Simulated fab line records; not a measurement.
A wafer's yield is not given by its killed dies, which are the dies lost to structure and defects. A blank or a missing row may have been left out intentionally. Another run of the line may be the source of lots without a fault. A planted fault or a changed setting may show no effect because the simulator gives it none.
The tool behind it: which one?    flow gf180mcu    12 lots with 35 wafers sampled at 3 steps, on a route of 602 steps

WHAT THE GAUGES SHOWED, per wafer
GF_MIM_THK_MEAS_11: measures by xrf. Usual: MIM_ALCU_THK 202 nm, standard deviation 3.
lot   measured      on             MIM_ALCU_THK (nm)  flag
L299  day 24 05:42  film metro-02  207 205 206        
L300  day 24 20:16  film metro-03  201 209 200        
L301  day 25 00:33  film metro-04  204 203 202        
L302  day 25 08:08  film metro-03  204 197 197        
L303  day 25 20:22  film metro-02  205 204 206        
L304  day 26 09:22  film metro-02  203 203            
L308  day 27 13:30  film metro-03  207 202 206        
L309  day 27 21:04  film metro-03  201 199 199        
L315  day 29 12:16  film metro-03  201 200 200        
L317  day 30 03:33  film metro-02  200 206 202        
L319  day 30 12:06  film metro-03  201 200 201        
L320  day 30 18:20  film metro-02  205 207 208        

TOOL THAT RAN EACH LOT (tool first, then ch and the chambers of the sampled wafers, then the start)
lot   GF_V4_CMP_04                   GF_MIM_SPUTTER_00
L299  cmp-01 ch 1,2,3, day 23 04:26  pvd sputter-04, day 24 05:07
L300  cmp-01 ch 0,2,3, day 23 19:29  pvd sputter-03, day 24 19:43
L301  cmp-01 ch 2,3, day 24 00:02    pvd sputter-04, day 25 00:01
L302  cmp-01 ch 0,2,3, day 24 08:19  pvd sputter-02, day 25 07:37
L303  cmp-01 ch 2,3, day 24 21:25    pvd sputter-03, day 25 19:50
L304  cmp-01 ch 0,1, day 25 10:13    pvd sputter-02, day 26 08:49
L308  cmp-01 ch 0,1,3, day 26 15:01  pvd sputter-02, day 27 12:58
L309  cmp-01 ch 0,1, day 26 22:25    pvd sputter-04, day 27 20:31
L315  cmp-02 ch 2,3, day 28 14:34    pvd sputter-04, day 29 11:44
L317  cmp-02 ch 0,1,2, day 29 06:56  pvd sputter-02, day 30 03:01
L319  cmp-01 ch 1,3, day 29 15:10    pvd sputter-03, day 30 11:33
L320  cmp-01 ch 1,2,3, day 29 21:58  pvd sputter-03, day 30 17:48
- GF_V4_CMP_04: polishes SiO2.
- GF_MIM_SPUTTER_00: material Ti, target thk 37.5 nm, time 150 s.

WHAT THE TOOLS THEMSELVES READ (means of the sampled wafers that have a number; where no wafer has one, the mark that the record gives instead)
GF_V4_CMP_04. Usual: motor current A 12.1 A, standard deviation 0.85; time to endpoint s 79 s, standard deviation 5.8.
lot   tool    motor current A (A)  time to endpoint s (s)  flag
L299  cmp-01  11.6                 77                      
L300  cmp-01  11.9                 85                      
L301  cmp-01  12.1                 83                      
L302  cmp-01  11.9                 77                      
L303  cmp-01  11.9                 84                      
L304  cmp-01  11.3                 77                      
L308  cmp-01  11.4                 76                      
L309  cmp-01  11.4                 82                      
L315  cmp-02  12.1                 79                      
L317  cmp-02  12.6                 77                      
L319  cmp-01  11.2                 76                      
L320  cmp-01  11.8                 81                      

GF_MIM_SPUTTER_00. Usual: cathode dc power W 4000.0 W, standard deviation 0.71; substrate temp c 200.02 C, standard deviation 0.17; throttle valve pct 30.0 %, standard deviation 1.3.
lot   tool            cathode dc power W (W)  substrate temp c (C)  throttle valve pct (%)  flag
L299  pvd sputter-04  3999.6                  200.10                29.9                    
L300  pvd sputter-03  3999.9                  200.01                30.2                    
L301  pvd sputter-04  3999.8                  199.89                29.4                    
L302  pvd sputter-02  4000.3                  199.94                31.8                    
L303  pvd sputter-03  4000.1                  199.87                29.9                    
L304  pvd sputter-02  3999.2                  200.01                29.6                    
L308  pvd sputter-02  4000.2                  200.14                30.5                    
L309  pvd sputter-04  3999.8                  200.11                29.8                    
L315  pvd sputter-04  4000.6                  200.07                29.5                    
L317  pvd sputter-02  3999.8                  200.13                29.1                    
L319  pvd sputter-03  3999.5                  200.10                30.3                    
L320  pvd sputter-03  4000.3                  200.03                29.8                    

THE ANSWER, worked out from the rows above alone
Rule: lot off if the mean of its wafers having a number is beyond 3 standard deviations from the usual mean. Also off: a lot with no number at a reading for which 4 or more lots have one. Any other lot the step has rows for is counted as sound. The gauges are gone through in route order, then the tools' own readings, and for those a lot's mean is taken as printed above. At the first step where some lot is off, the reading lying furthest off is the one used; lots without a number count as furthest.
Across all readings shown, no lot is off: no conclusion can be drawn from this.

WHAT THE SIMULATOR HAD INSERTED
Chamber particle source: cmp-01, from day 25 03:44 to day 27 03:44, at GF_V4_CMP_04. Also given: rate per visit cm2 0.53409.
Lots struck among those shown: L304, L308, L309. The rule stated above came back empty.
